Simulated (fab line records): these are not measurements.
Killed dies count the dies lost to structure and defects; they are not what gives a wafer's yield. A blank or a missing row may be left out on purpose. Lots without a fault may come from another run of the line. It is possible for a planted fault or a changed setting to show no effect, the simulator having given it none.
Matching of chambers / flow gf180mcu / GF_V5_ETCH_16 on rie-diel-02 has 4 sister chambers
The step etches BARC in N2/H2. 7 wafers are shown with their chamber, then 7 later ones without.

== EACH WAFER AND ITS CHAMBER ==
wafer=L454.3; chamber=2; drypump-motor-current-A (A)=6.2; throttle-valve-pct (%)=13.484
wafer=L455.4; chamber=3; drypump-motor-current-A (A)=5.6; throttle-valve-pct (%)=13.509
wafer=L457.1; chamber=3; drypump-motor-current-A (A)=5.5; throttle-valve-pct (%)=13.505
wafer=L457.5; chamber=1; drypump-motor-current-A (A)=5.7; throttle-valve-pct (%)=13.500
wafer=L457.6; chamber=0; drypump-motor-current-A (A)=6.3; throttle-valve-pct (%)=13.491
wafer=L461.3; chamber=0; drypump-motor-current-A (A)=6.3; throttle-valve-pct (%)=13.480
wafer=L461.4; chamber=1; drypump-motor-current-A (A)=5.8; throttle-valve-pct (%)=13.503

== WAFERS WITH NO CHAMBER GIVEN ==
wafer=L461.5; drypump-motor-current-A (A)=5.7; throttle-valve-pct (%)=13.496
wafer=L462.4; drypump-motor-current-A (A)=5.5; throttle-valve-pct (%)=13.493
wafer=L462.5; drypump-motor-current-A (A)=5.5; throttle-valve-pct (%)=13.483
wafer=L462.6; drypump-motor-current-A (A)=6.3; throttle-valve-pct (%)=13.494
wafer=L470.1; drypump-motor-current-A (A)=5.6; throttle-valve-pct (%)=13.496
wafer=L470.4; drypump-motor-current-A (A)=6.3; throttle-valve-pct (%)=13.485
wafer=L470.5; drypump-motor-current-A (A)=6.3; throttle-valve-pct (%)=13.489

== WHICH CHAMBER EACH ONE RAN IN ==
wafer=L461.5; from the rows above=1; in truth=1
wafer=L462.4; from the rows above=can't be placed: 3 or 1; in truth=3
wafer=L462.5; from the rows above=can't be placed: 3 or 1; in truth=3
wafer=L462.6; from the rows above=can't be placed: 0 or 2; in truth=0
wafer=L470.1; from the rows above=can't be placed: 3 or 1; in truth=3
wafer=L470.4; from the rows above=can't be placed: 0 or 2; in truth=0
wafer=L470.5; from the rows above=can't be placed: 0 or 2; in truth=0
Correctly placed: 1 of 7. Can't be placed from these rows: 6 (the true chamber is among the candidates in 6). 0 placed wrongly.
How it was worked out, from the rows above alone: a wafer's distance from a chamber is the root of the sum, over the readings, of the square of ((its reading less the chamber's mean) divided by the reading's scatter). If the next closest chamber is less than 2 further off than the closest, the wafer can't be placed; otherwise it belongs to the closest. For every chamber, the mean is computed from those of its wafers that are shown. The scatter: take each reading less its chamber's mean, square it, sum over the shown wafers, divide by the number of wafers less the number of chambers, and take the root.
